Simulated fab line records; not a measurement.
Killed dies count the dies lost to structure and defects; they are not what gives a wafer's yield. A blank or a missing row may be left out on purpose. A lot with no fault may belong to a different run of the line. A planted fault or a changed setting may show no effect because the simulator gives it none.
Comparing a struck lot with a sound one :: flow sfq-line :: 43 steps out of a route of 325
Sound: wafers L921.1, L921.4, L921.5. The struck wafers were L914.3, L914.4, L914.6. At the end, the cause is stated.
At each step with rows: each side's tool, then ch and its chambers, then its first start. Under that, the readings that differ: sound wafers :: struck wafers :: difference of the means :: sigmas: that difference in standard deviations of wafers without a fault.
alike: readings with means less than 2 such deviations apart, plus words and numbers identical on both sides. not compared: withheld readings, readings lacking a value on some wafer, bounds such as >300 that could conceal the same value, and numbers that have no deviation in the record and whose values overlap.
Wherever a step has rows on one side only, a row that says differs or no value, or a row with sigmas, the two part there. Non-overlapping numbers with no deviation appear without sigmas and do not part them. A reading missing from all wafers of one side parts the sides only when that side holds two or more wafers.

first, 3 steps without rows for these wafers: SFQ_TRILAYER_JJ_CE_BARC_OPEN_RIE_150 (chemistry O2, target BARC, target depth 240 nm, time 80 s); SFQ_TRILAYER_JJ_CE_ETCH_RIE_118 (chemistry SF6, target Nb, stops on Al2O3, time 97.7 s, target depth 170 nm); SFQ_TRILAYER_JJ_ANODIZE_ANODIZE_119.
SFQ_TRILAYER_JJ_CE_STRIP_STRIP_120: strips in O2.
  sound on rie-metal-02 ch 0,1, day 62 00:22; struck on rie-metal-02 ch 0,1, day 55 06:31
  alike: drypump-motor-current-A, oes-product-au
  not compared: rf-hours-counter-h
then, 7 steps without rows for these wafers: SFQ_TRILAYER_JJ_CE_STRIP_SOLV_CLEAN_121 (cleans in NMP, time 600 s); SFQ_TRILAYER_M5_LITHO_COAT_128 (resist thk 62 nm); SFQ_TRILAYER_M5_LITHO_COAT_123 (resist thk 600 nm); SFQ_TRILAYER_M5_LITHO_SOFTBAKE_127; SFQ_TRILAYER_M5_LITHO_EXPOSE_124 (exposes mask M5, target cd 700 nm); SFQ_TRILAYER_M5_LITHO_PEB_126 (peb time 60 s); SFQ_TRILAYER_M5_LITHO_DEVELOP_125 (time 60 s).
SFQ_M5_OVL_MEAS_932:
  sound on overlay-01 at day 62 05:34; struck on overlay-02 at day 55 18:51
  alike: M5_OVL
SFQ_TRILAYER_M5_BARC_OPEN_METAL_ETCH_161: etches BARC in O2, target depth 125 nm, time 41.7 s.
  sound on rie-metal-04 ch 0,1, day 62 05:35; struck on rie-metal-01 ch 0,1, day 55 18:53
  no value came back on the struck wafers for any of 5 readings (bias-w (W), chamber-pressure-mTorr (mTorr) and others); on the sound wafers bias-w (W) reads 79.84 79.84 79.83
reading: model.KrF_of_TRILAYER_M5_LITHO_COAT_123.thk-nm (nm)
sound: 522.9 522.1 525
struck: 573.4 573.4 574.2
difference: +50.3
sigmas: 
  not compared: rf-hours-counter-h
SFQ_TRILAYER_M5_ETCH_METAL_ETCH_126: etches Nb in Cl2/BCl3, stops on SiO2, time 203.2 s, target depth 265 nm.
  sound on rie-metal-04 ch 0,1, day 62 05:39; struck on rie-metal-01 ch 0,1, day 55 19:00
reading: oes-product-au (a.u.)
sound: 0.720 0.733 0.738
struck: 0.374 0.370 0.372
difference: -0.358
sigmas: -58

reading: model.KrF_of_TRILAYER_M5_LITHO_COAT_123.thk-nm (nm)
sound: 368 365.7 369.8
struck: 419.7 423.6 420.5
difference: +53.4
sigmas: 
  alike: bias-w, chamber-pressure-mTorr, drypump-motor-current-A
  not compared: rf-hours-counter-h
SFQ_TRILAYER_M5_STRIP_STRIP_127: strips in O2.
  sound on rie-metal-04 ch 0,1, day 62 05:51; struck on rie-metal-01 ch 0,1, day 55 19:20
  alike: drypump-motor-current-A, oes-product-au
  not compared: rf-hours-counter-h
then, 2 steps without rows for these wafers: SFQ_TRILAYER_M5_STRIP_SOLV_CLEAN_128 (cleans in NMP, time 600 s); SFQ_TRILAYER_A5B_DEP_PECVD_129 (deposits SiO2 from SiH4/N2O, time 133.33 s, target thk 600 nm).
SFQ_TRILAYER_A5B_CMP_CMP_130: polishes, stops on Nb, target thk 340.7 nm.
  sound on cmp-01 ch 1,2, day 63 04:53; struck on cmp-02 ch 0,1, day 56 04:11
  alike: motor-current-A
then, 4 steps without rows for these wafers: SFQ_TRILAYER_A5B_METRO_MEASURE_131; SFQ_TRILAYER_R5_DEP_SPUTTER_132 (material Ti, target thk 5 nm, time 5 s); SFQ_TRILAYER_R5_DEP_SPUTTER_133 (material MoNx, target thk 40 nm, time 66.7 s); SFQ_TRILAYER_R5_DEP_SPUTTER_134 (material Ti, target thk 5 nm, time 5 s).
SFQ_R5_RS_MEAS_933: measures by four-point-probe.
  sound on film-metro-04 at day 63 09:11; struck on film-metro-01 at day 56 08:31
  alike: R5_MONX_RS
SFQ_R5_THK_MEAS_934: measures by xrf.
  sound on film-metro-04 at day 63 09:18; struck on film-metro-01 at day 56 08:37
  alike: R5_MONX_THK
then, 3 steps without rows for these wafers: SFQ_TRILAYER_R5_LITHO_COAT_141 (resist thk 62 nm); SFQ_TRILAYER_R5_LITHO_COAT_136 (resist thk 600 nm); SFQ_TRILAYER_R5_LITHO_SOFTBAKE_140.
-- the record jumps here: 4 days lie between the struck wafers' starts before and after --
SFQ_TRILAYER_R5_LITHO_EXPOSE_137: exposes mask R5, target cd 500 nm.
  struck on krf-scanner-01, day 59 23:04; sound on krf-scanner-01 ch 0, day 67 21:25
  no value came back on the struck wafers for exposure-dose-mJ-cm2, focus-offset-nm (nm), sigma-outer; on the sound wafers exposure-dose-mJ-cm2 reads 14.390 14.398 14.383
  alike: mask
then, 2 steps without rows for these wafers: SFQ_TRILAYER_R5_LITHO_PEB_139 (peb time 60 s); SFQ_TRILAYER_R5_LITHO_DEVELOP_138 (time 60 s).
SFQ_R5_OVL_MEAS_935:
  sound on overlay-02 at day 67 22:55; struck on overlay-02 at day 60 00:10
reading: R5_OVL (nm)
sound: -8 -2 4
struck: - - -
difference: no value on the struck wafers
sigmas: 
then, 1 step without rows for these wafers: SFQ_TRILAYER_R5_BARC_OPEN_METAL_ETCH_177 (etches BARC in O2, target depth 125 nm, time 41.7 s).
SFQ_TRILAYER_R5_ETCH_METAL_ETCH_139: etches the open film in Cl2, stops on SiO2, target depth 60 nm, time 40 s.
  sound on rie-metal-04 ch 0, day 67 23:00; struck on rie-metal-03 ch 0,1, day 60 00:18
  alike: bias-w, chamber-pressure-mTorr, drypump-motor-current-A, oes-product-au
  not compared: rf-hours-counter-h
then, 2 steps without rows for these wafers: SFQ_TRILAYER_R5_STRIP_STRIP_140 (strips in O2); SFQ_TRILAYER_R5_STRIP_SOLV_CLEAN_141 (cleans in NMP, time 600 s).
SFQ_TRILAYER_A5C_DEP_PECVD_142: deposits SiO2 from SiH4/N2O, time 15.556 s, target thk 70 nm.
  sound on pecvd-01 ch 1,2, day 67 23:50; struck on pecvd-02 ch 0,1, day 60 01:21
  alike: heater-power-w, throttle-valve-pct
then, 5 steps without rows for these wafers: SFQ_TRILAYER_I5_LITHO_COAT_149 (resist thk 62 nm); SFQ_TRILAYER_I5_LITHO_COAT_144 (resist thk 650 nm); SFQ_TRILAYER_I5_LITHO_SOFTBAKE_148; SFQ_TRILAYER_I5_LITHO_PEB_147 (peb time 60 s); SFQ_TRILAYER_I5_LITHO_DEVELOP_146 (time 60 s).
SFQ_TRILAYER_I5_ETCH_VIA_ETCH_147: etches the open film in CHF3, stops on Nb, target depth 360 nm.
  sound on rie-diel-04 ch 1,3, day 68 02:11; struck on rie-diel-02 ch 0,1,2, day 61 16:53
reading: oes-product-au (a.u.)
sound: 0.993 0.991 0.986
struck: 0.371 0.370 0.370
difference: -0.620
sigmas: -92
  alike: bias-w, chamber-pressure-mTorr, drypump-motor-current-A
  not compared: model.I5.cd-nm
-- the record jumps here: 17 days lie between the struck wafers' starts before and after --
SFQ_M8_BOW_MEAS_951:
  sound on film-metro-03 at day 79 02:20; struck on film-metro-02 at day 78 06:50
reading: model.etest.r5.comb-log10-ohm
sound: 12 12 12
struck: 0 0 0
difference: -12
sigmas: 

reading: model.etest.m5.comb-log10-ohm
sound: 12 12 12
struck: 0 0 0
difference: -12
sigmas: 

reading: model.etest.jj.g-times
sound: 0.9968 0.9938 0.9983
struck: 0 0 0
difference: -1
sigmas: 
  alike: M8_BOW

== WHERE THEY PART ==
Last at SFQ_TRILAYER_I5_ETCH_VIA_ETCH_147 as far as this record goes, first at SFQ_TRILAYER_M5_BARC_OPEN_METAL_ETCH_161. Later steps at which nothing parts them and some readings are alike: SFQ_M8_BOW_MEAS_951.

WHY: the cause the simulator had injected
Whole step skipped at SFQ_TRILAYER_M5_BARC_OPEN_METAL_ETCH_161 on rie-metal-01, starting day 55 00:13. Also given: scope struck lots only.
